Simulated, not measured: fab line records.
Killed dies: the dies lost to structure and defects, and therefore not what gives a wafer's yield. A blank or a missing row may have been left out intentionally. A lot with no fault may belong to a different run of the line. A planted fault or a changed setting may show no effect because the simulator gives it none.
Comparing a struck lot with a sound one	flow sky130	25 steps out of a route of 708
Sound: the wafers L369.1, L369.4, L369.6. Wafers struck: L377.1, L377.2, L377.6. At the end, the cause is stated.
At each step with rows: each side's tool, then ch and its chambers, then its first start. Under that, the readings that differ: sound wafers	struck wafers	difference of the means	sigmas: that difference in standard deviations of wafers without a fault.
alike: same words and numbers on both sides, and readings whose means sit less than 2 such deviations apart. not compared: any withheld reading, any reading some wafer has no value for, any bound like >300 that may hide the same value, and any number with overlapping values for which the record gives no deviation.
A row with sigmas, a row that says differs or no value, or rows on one side alone: a step with any of these is where the two part. Numbers that have no deviation but don't overlap get no sigmas and don't part them. Lack of a reading on every wafer of one side parts them only where that side has two or more wafers.

SKY_LOCAL_INTERCONNECT_STRIP_15: strips in O2/N2.
  sound on plasma asher-01 ch 0,1, day 30 03:51; struck on plasma asher-04 ch 0,1, day 33 22:46
  alike: drypump motor current A, oes product au, strip time to endpoint s
  not compared: rf hours counter h
then, 3 steps without rows for these wafers: SKY_LOCAL_INTERCONNECT_STRIP_16 (strips in post etch residue remover, time 1200 s); SKY_LOCAL_INTERCONNECT_CLEAN_17 (cleans in IPA, time 180 s); SKY_LOCAL_INTERCONNECT_CLEAN_18 (cleans in O3/DIW).
SKY_CONTACT_CVD_00: deposits Si3N4, target thk 75 nm.
  sound on pecvd-02 ch 0,1,2, day 30 04:29; struck on pecvd-02 ch 0,1,2, day 33 23:22
  alike: heater power w
SKY_CONTACT_THK_MEAS_01:
  sound on film metro-04, day 30 04:31; struck on film metro-04, day 33 23:23
  alike: CONTACT_CVD_00_THK
then, 1 step without rows for these wafers: SKY_CONTACT_HDPCVD_02 (deposits SiO2, target thk 565 nm, time 94.2 s).
SKY_CONTACT_THK_MEAS_03:
  sound on film metro-03, day 30 04:38; struck on film metro-01, day 33 23:31
  alike: CONTACT_HDPCVD_THK
SKY_CONTACT_CMP_04: polishes SiO2.
  sound on cmp-01 ch 0,1, day 30 04:42; struck on cmp-02 ch 0,2,3, day 33 23:38
  alike: motor current A, time to endpoint s
SKY_CONTACT_BOW_MEAS_05:
  sound on film metro-04, day 30 05:00; struck on film metro-01, day 33 23:53
  alike: CONTACT_BOW
then, 2 steps without rows for these wafers: SKY_CONTACT_DEHYDRATE_06 (time 60 s); SKY_CONTACT_HMDS_07 (prime time 60 s).
SKY_CONTACT_COAT_08: resist thk 60 nm.
  sound on litho track-03 ch 0, day 30 18:52; struck on litho track-03 ch 0, day 34 12:49
reading	sound	struck	difference	sigmas
spin speed rpm (rpm)	2999.7 3000.4 3001.5	2091.0 2089.0 2095.3	-908.8	-99 or more
  alike: exhaust pa
then, 5 steps without rows for these wafers: SKY_CONTACT_COAT_09 (resist thk 450 nm); SKY_CONTACT_SOFTBAKE_10 (time 90 s); SKY_CONTACT_EXPOSE_11 (exposes mask CTM1, target cd 170 nm); SKY_CONTACT_PEB_12; SKY_CONTACT_DEVELOP_13 (develop time 60 s).
SKY_CONTACT_CD_MEAS_14 targets a cd of 170 nm.
  sound on cd sem-02, day 31 08:31; struck on cd sem-02, day 35 02:19
  alike: cd nm
SKY_CONTACT_OVL_MEAS_15:
  sound on overlay-02, day 31 08:38; struck on overlay-01, day 35 02:26
  alike: CONTACT_OVL
SKY_CONTACT_ETCH_16: etches BARC in N2/H2, stops on SiO2, time 45.9 s, target depth 60 nm.
  sound on rie diel-01 ch 0,2, day 31 08:40; struck on rie diel-03 ch 1,2,3, day 35 02:28
reading	sound	struck	difference	sigmas
oes product au (a.u.)	0.850 0.854 0.851	0.954 0.946 0.950	+0.098	+21
model.etch.depth nm (nm)	60.05 60.14 59.99	71.55 71.53 71.56	+11.49	
  alike: drypump motor current A, throttle valve pct
  not compared: rf hours counter h
SKY_CONTACT_ETCH_17: etches SiO2 in C4F8/O2/Ar, stops on Si3N4, target depth 340 nm.
  sound on rie diel-01 ch 0,2, day 31 08:43; struck on rie diel-03 ch 1,2,3, day 35 02:31
  alike: oes product au
SKY_CONTACT_ETCH_18: etches Si3N4 in CHF3/O2, stops on TiN, time 39 s, target depth 75 nm.
  sound: rie diel-01 ch 0,2; struck: rie diel-03 ch 1,2,3
  alike: drypump motor current A, oes product au, throttle valve pct
  not compared: rf hours counter h
SKY_CONTACT_STRIP_19: strips in O2/N2.
  sound on plasma asher-03 ch 0, day 31 08:48; struck on plasma asher-03 ch 0,1, day 35 02:36
reading	sound	struck	difference	sigmas
strip time to endpoint s (s)	3.639 3.661 3.645	3.763 3.754 3.788	+0.120	+6
  alike: drypump motor current A, oes product au
  not compared: rf hours counter h
then, 1 step without rows for these wafers: SKY_CONTACT_STRIP_20 (strips in post etch residue remover, time 1200 s).

== WHERE THEY PART ==
Last at SKY_CONTACT_STRIP_19 as far as this record goes, first at SKY_CONTACT_COAT_08.

WHY: the cause the simulator had injected
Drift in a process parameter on litho track-03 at SKY_CONTACT_COAT_08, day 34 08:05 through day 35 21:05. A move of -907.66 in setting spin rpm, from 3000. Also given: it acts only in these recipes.
